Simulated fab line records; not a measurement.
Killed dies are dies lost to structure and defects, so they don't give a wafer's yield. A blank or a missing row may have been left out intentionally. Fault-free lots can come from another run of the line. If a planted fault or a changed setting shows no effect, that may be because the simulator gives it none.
fab line records | flow sky130 | part 2 of 2: steps 27 to 40 of 40
record lots=5 | wafers=15 | lastDay=48
route steps=708 shown CONTACT@429 METAL1@434 VIA1@458
lots that met no fault: taken from a fault-free run of the same line
startH: the number of hours between the record's first day and the start of the first shown wafer of the lot | waitH: time in hours since the lot's previous step | " as in the row above | L1.1+2: one row covering several wafers at once | - no value present, or no start provided | * or withheld: withheld | < > ~ a bound
route shown NAME@n: a module of which the file shows steps, and the number in the route of the first | usual: mean and standard deviation over wafers with no fault | same: alike in all rows | chamber/n: place in a boat | sites: readings site by site | _std_site: their standard deviation | _edge_site: mean of outer sites minus mean of inner sites | radiusMm: how far each site lies from the wafer's centre | mask NAME#n: copy n | behind: the last tool/chamber to shape the wafer | hold: what put the lot on hold/how long, in hours/how the hold closed | device: the transistor (n, p or np) that didn't switch | end of line: the route-end tests of the same wafers | a step with no rows: only its recipe | killed: dies lost to structure and defects at the first sort, not the wafer's yield | map: a wafer's dies, marking killed ones x, the rest . and places with no die _
set.NAME: the setting as run; set.NAME@STEP: as run at that earlier step | model.NAME: the simulator's own value behind a step, which no gauge read
a table for each step, a row for each wafer; lots at some steps of the route
services: from which hour (startH, from the record's first day; less than 0 if before it) a tool's chamber was out of use, for how many hours, and why
## steps
# step SKY_METAL1_STRIP_21
# recipe chemistry=postEtchResidueRemover | timeS=1200 | tempC=72.5
lot.wafer  | tool        | chamber | startH | waitH
L075.3+4+5 | wetBench-04 | 0       | 768.37 | 0.0
L078.1+2+4 | wetBench-04 | 0       | 801.29 | 0.1
L082.1+3+4 | wetBench-01 | 3       | 830.55 | 0.1
L086.2+3+6 | wetBench-04 | 0       | 860.12 | 0.1
L087.1+3+4 | wetBench-01 | 1       | 870.72 | 0.1
# step SKY_METAL1_CLEAN_22
# recipe chemistry=IPA | timeS=180 | tempC=25
lot.wafer  | tool        | chamber | startH | waitH
L075.3+4+5 | wetBench-03 | 3       | 768.74 | 0.0
L078.1+2+4 | wetBench-03 | 3       | 801.63 | 0.0
L082.1+3+4 | wetBench-04 | 3       | 830.89 | 0.0
L086.2+3+6 | wetBench-04 | 2       | 860.46 | 0.0
L087.1+3+4 | wetBench-04 | 3       | 871.06 | 0.0
# step SKY_METAL1_CLEAN_23
# recipe chemistry=O3/DIW | dry=n2Spin
lot.wafer  | tool        | chamber | startH | waitH
L075.3+4+5 | wetBench-04 | 2       | 768.81 | 0.0
L078.1+2+4 | wetBench-01 | 2       | 801.70 | 0.0
L082.1+3+4 | wetBench-01 | 0       | 830.96 | 0.0
L086.2+3+6 | wetBench-04 | 3       | 860.52 | 0.0
L087.1+3+4 | wetBench-03 | 1       | 871.12 | 0.0
# step SKY_VIA1_HDPCVD_00
# recipe material=SiO2 | targetThkNm=1030 | sigmaOpenFrac=0.3 | timeS=171.7 | tempC=400 | sih4FlowSccm=60 | pressureMtorr=6
lot.wafer  | tool      | chamber | startH | waitH
L075.3+4+5 | hdpcvd-02 | 0,0,1   | 768.91 | 0.0
L078.1+2+4 | hdpcvd-02 | 0,2,0   | 801.80 | 0.0
L082.1+3+4 | hdpcvd-02 | 1,2,1   | 831.05 | 0.0
L086.2+3+6 | hdpcvd-01 | 1,0,2   | 860.61 | 0.0
L087.1+3+4 | hdpcvd-01 | 1,2,0   | 871.21 | 0.0
# step SKY_VIA1_THK_MEAS_01
# recipe reads=SiO2_of_VIA1_HDPCVD_00
# usual VIA1_HDPCVD_THK=1028/12
lot.wafer | tool         | chamber | startH | waitH | VIA1_HDPCVD_THK[nm]
L075.3    | filmMetro-03 | -       | 769.04 | 0.1   | 1054
L075.4    | "            | -       | "      | "     | 1065
L075.5    | "            | -       | "      | "     | 1018
L078.1    | filmMetro-04 | -       | 801.91 | 0.1   | 1033
L078.2    | "            | -       | "      | "     | 1033
L078.4    | "            | -       | "      | "     | 1034
L082.1    | filmMetro-02 | -       | 831.16 | 0.1   | 1020
L082.3    | "            | -       | "      | "     | 1017
L082.4    | "            | -       | "      | "     | 1007
L086.2    | filmMetro-03 | -       | 860.73 | 0.1   | 1017
L086.3    | "            | -       | "      | "     | 1024
L086.6    | "            | -       | "      | "     | 1027
L087.1    | filmMetro-04 | -       | 871.32 | 0.1   | 1011
L087.3    | "            | -       | "      | "     | 1018
L087.4    | "            | -       | "      | "     | 1022
# step SKY_VIA1_CMP_02
# recipe material=SiO2 | downForcePsi=4 | platenRpm=60 | padVelocityMS=0.94248
# usual motorCurrentA=12.5/1.4
lot.wafer | tool   | chamber | startH | waitH | motorCurrentA
L075.4    | cmp-02 | 1       | 769.13 | 0.1   | 13.3
L075.3    | "      | 2       | "      | "     | 12.7
L075.5    | "      | 0       | "      | "     | 12.1
L078.2    | cmp-02 | 3       | 801.97 | 0.0   | 13.6
L078.4    | "      | 0       | "      | "     | 11.5
L078.1    | "      | 2       | "      | "     | 12.6
L082.3    | cmp-01 | 3       | 831.22 | 0.0   | 12.0
L082.1    | "      | 0       | "      | "     | 14.0
L082.4    | "      | 2       | "      | "     | 13.3
L086.2    | cmp-02 | 3       | 860.78 | 0.0   | 13.7
L086.3    | "      | 0       | "      | "     | 12.5
L086.6    | "      | 3       | "      | "     | 14.1
L087.3    | cmp-01 | 1       | 871.38 | 0.0   | 10.0
L087.4    | "      | 3       | "      | "     | 11.7
L087.1    | "      | 0       | "      | "     | 13.5
# step SKY_VIA1_BOW_MEAS_03
# recipe mode=bow
# usual VIA1_BOW=81/7.6
lot.wafer | tool         | chamber | startH | waitH | VIA1_BOW[um]
L075.3    | filmMetro-04 | -       | 769.42 | 0.2   | 96
L075.4    | "            | -       | "      | "     | 86
L075.5    | "            | -       | "      | "     | 86
L078.1    | filmMetro-04 | -       | 802.27 | 0.1   | 77
L078.2    | "            | -       | "      | "     | 81
L078.4    | "            | -       | "      | "     | 81
L082.1    | filmMetro-02 | -       | 831.52 | 0.2   | 76
L082.3    | "            | -       | "      | "     | 72
L082.4    | "            | -       | "      | "     | 84
L086.2    | filmMetro-04 | -       | 861.10 | 0.3   | 65
L086.3    | "            | -       | "      | "     | 78
L086.6    | "            | -       | "      | "     | 81
L087.1    | filmMetro-04 | -       | 871.68 | 0.1   | 74
L087.3    | "            | -       | "      | "     | 77
L087.4    | "            | -       | "      | "     | 88
# step SKY_VIA1_DEHYDRATE_04
# recipe tempC=200 | timeS=60
lot.wafer  | tool          | chamber | startH | waitH
L075.3+4+5 | lithoTrack-03 | 0       | 782.20 | 12.8
L078.1+2+4 | lithoTrack-01 | 0       | 814.70 | 12.4
L082.1+3+4 | lithoTrack-01 | 0       | 844.30 | 12.8
L086.2+3+6 | lithoTrack-03 | 0       | 873.38 | 12.3
L087.1+3+4 | lithoTrack-03 | 0       | 883.90 | 12.2
# step SKY_VIA1_HMDS_05
# recipe primeTimeS=60 | primeTempC=120
lot.wafer  | tool          | chamber | startH | waitH
L075.3+4+5 | lithoTrack-03 | 0       | 782.35 | 0.1
L078.1+2+4 | lithoTrack-01 | 0       | 814.85 | 0.1
L082.1+3+4 | lithoTrack-01 | 0       | 844.45 | 0.1
L086.2+3+6 | lithoTrack-03 | 0       | 873.53 | 0.1
L087.1+3+4 | lithoTrack-03 | 0       | 884.05 | 0.1
# step SKY_VIA1_COAT_06
# recipe resist=BARC | tempC=withheld | timeS=withheld | spinRpm=3000 | resistThkNm=60
# usual dispensePressureKPa=55.6/2.4
lot.wafer | tool          | chamber | startH | waitH | dispensePressureKPa
L075.3    | lithoTrack-03 | 0       | 782.50 | 0.1   | 58.5
L075.4    | "             | 0       | "      | "     | 58.5
L075.5    | "             | 0       | "      | "     | 58.4
L078.1    | lithoTrack-01 | 0       | 815.00 | 0.1   | 52.7
L078.2    | "             | 0       | "      | "     | 52.7
L078.4    | "             | 0       | "      | "     | 52.7
L082.1    | lithoTrack-01 | 0       | 844.60 | 0.1   | 52.7
L082.3    | "             | 0       | "      | "     | 52.7
L082.4    | "             | 0       | "      | "     | 52.7
L086.2    | lithoTrack-03 | 0       | 873.68 | 0.1   | 58.5
L086.3    | "             | 0       | "      | "     | 58.4
L086.6    | "             | 0       | "      | "     | 58.5
L087.1    | lithoTrack-03 | 0       | 884.20 | 0.1   | 58.5
L087.3    | "             | 0       | "      | "     | 58.5
L087.4    | "             | 0       | "      | "     | 58.5
# step SKY_VIA1_COAT_07
# recipe resist=KrF-thick | spinRpm=3000 | resistThkNm=450
# usual dispensePressureKPa=55.6/2.4
lot.wafer | tool          | chamber | startH | waitH | dispensePressureKPa
L075.3    | lithoTrack-03 | 0       | -      | -     | 58.4
L075.4    | "             | 0       | "      | "     | 58.5
L075.5    | "             | 0       | "      | "     | 58.5
L078.1    | lithoTrack-01 | 0       | -      | -     | 52.6
L078.2    | "             | 0       | "      | "     | 52.6
L078.4    | "             | 0       | "      | "     | 52.6
L082.1    | lithoTrack-01 | 0       | -      | -     | 52.6
L082.3    | "             | 0       | "      | "     | 52.6
L082.4    | "             | 0       | "      | "     | 52.6
L086.2    | lithoTrack-03 | 0       | -      | -     | 58.4
L086.3    | "             | 0       | "      | "     | 58.4
L086.6    | "             | 0       | "      | "     | 58.4
L087.1    | lithoTrack-03 | 0       | -      | -     | 58.4
L087.3    | "             | 0       | "      | "     | 58.4
L087.4    | "             | 0       | "      | "     | 58.4
# step SKY_VIA1_SOFTBAKE_08
# recipe tempC=100 | timeS=90 | resist=KrF-thick
lot.wafer  | tool          | chamber | startH | waitH
L075.3+4+5 | lithoTrack-03 | 0       | -      | -
L078.1+2+4 | lithoTrack-01 | 0       | -      | -
L082.1+3+4 | lithoTrack-01 | 0       | -      | -
L086.2+3+6 | lithoTrack-03 | 0       | -      | -
L087.1+3+4 | lithoTrack-03 | 0       | -      | -
# step SKY_VIA1_EXPOSE_09
# recipe maskId=VIM | na=0.8 | sourceShape=annular | sigmaInner=0.55 | sigmaOuter=0.85 | targetCdNm=150 | doseMj=38
# usual exposureDoseMJCm2=37.93/0.047
lot.wafer | tool          | chamber | startH | waitH | mask  | exposureDoseMJCm2
L075.3    | krfScanner-02 | 0       | -      | -     | VIM#0 | 37.90
L075.4    | "             | 0       | "      | "     | VIM#0 | 37.91
L075.5    | "             | 0       | "      | "     | VIM#0 | 37.91
L078.1    | krfScanner-02 | 0       | -      | -     | VIM#0 | 37.96
L078.2    | "             | 0       | "      | "     | VIM#0 | 37.90
L078.4    | "             | 0       | "      | "     | VIM#0 | 38.00
L082.1    | krfScanner-01 | 0       | -      | -     | VIM#0 | 37.94
L082.3    | "             | 0       | "      | "     | VIM#0 | 37.95
L082.4    | "             | 0       | "      | "     | VIM#0 | 37.96
L086.2    | krfScanner-01 | 0       | -      | -     | VIM#0 | 38.02
L086.3    | "             | 0       | "      | "     | VIM#0 | 38.00
L086.6    | "             | 0       | "      | "     | VIM#0 | 38.01
L087.1    | krfScanner-02 | 0       | -      | -     | VIM#0 | 37.88
L087.3    | "             | 0       | "      | "     | VIM#0 | 37.93
L087.4    | "             | 0       | "      | "     | VIM#0 | 37.85
# step SKY_VIA1_PEB_10
# recipe pebTempC=withheld | pebTimeS=withheld | resist=KrF-thick
lot.wafer  | tool          | chamber | startH | waitH
L075.3+4+5 | lithoTrack-03 | 0       | -      | -
L078.1+2+4 | lithoTrack-03 | 0       | -      | -
L082.1+3+4 | lithoTrack-03 | 0       | -      | -
L086.2+3+6 | lithoTrack-02 | 0       | -      | -
L087.1+3+4 | lithoTrack-01 | 0       | -      | -
## services
tool          | chamber | startH | hours | kind
krfScanner-01 | -       | 725.14 | 0.8   | pm
krfScanner-01 | -       | 731.16 | 0.8   | pm
krfScanner-02 | -       | 736.72 | 1.0   | pm
krfScanner-01 | -       | 753.89 | 2.3   | repair
cmp-02        | -       | 754.58 | 13.4  | pm
krfScanner-01 | -       | 757.85 | 1.3   | pm
krfScanner-02 | -       | 759.15 | 1.3   | pm
cmp-02        | -       | 779.32 | 2.6   | repair
pvdSputter-02 | -       | 785.23 | 1.8   | repair
pvdSputter-02 | -       | 789.15 | 0.9   | repair
pvdSputter-02 | -       | 798.55 | 1.5   | repair
krfScanner-02 | -       | 806.50 | 4.3   | repair
krfScanner-02 | -       | 810.76 | 4.0   | pm
krfScanner-01 | -       | 832.20 | 8.0   | repair
pvdSputter-02 | -       | 838.69 | 1.8   | repair
krfScanner-02 | -       | 845.73 | 1.6   | repair
pvdSputter-03 | -       | 859.13 | 2.7   | repair
krfScanner-02 | -       | 859.75 | 0.8   | pm
rieMetal-01   | -       | 865.09 | 7.2   | repair
cmp-02        | -       | 865.27 | 7.5   | pm
krfScanner-01 | -       | 879.37 | 1.0   | pm
cmp-02        | -       | 880.08 | 1.1   | repair
cmp-02        | -       | 884.18 | 3.6   | pm
rieMetal-01   | -       | 892.59 | 14.6  | pm
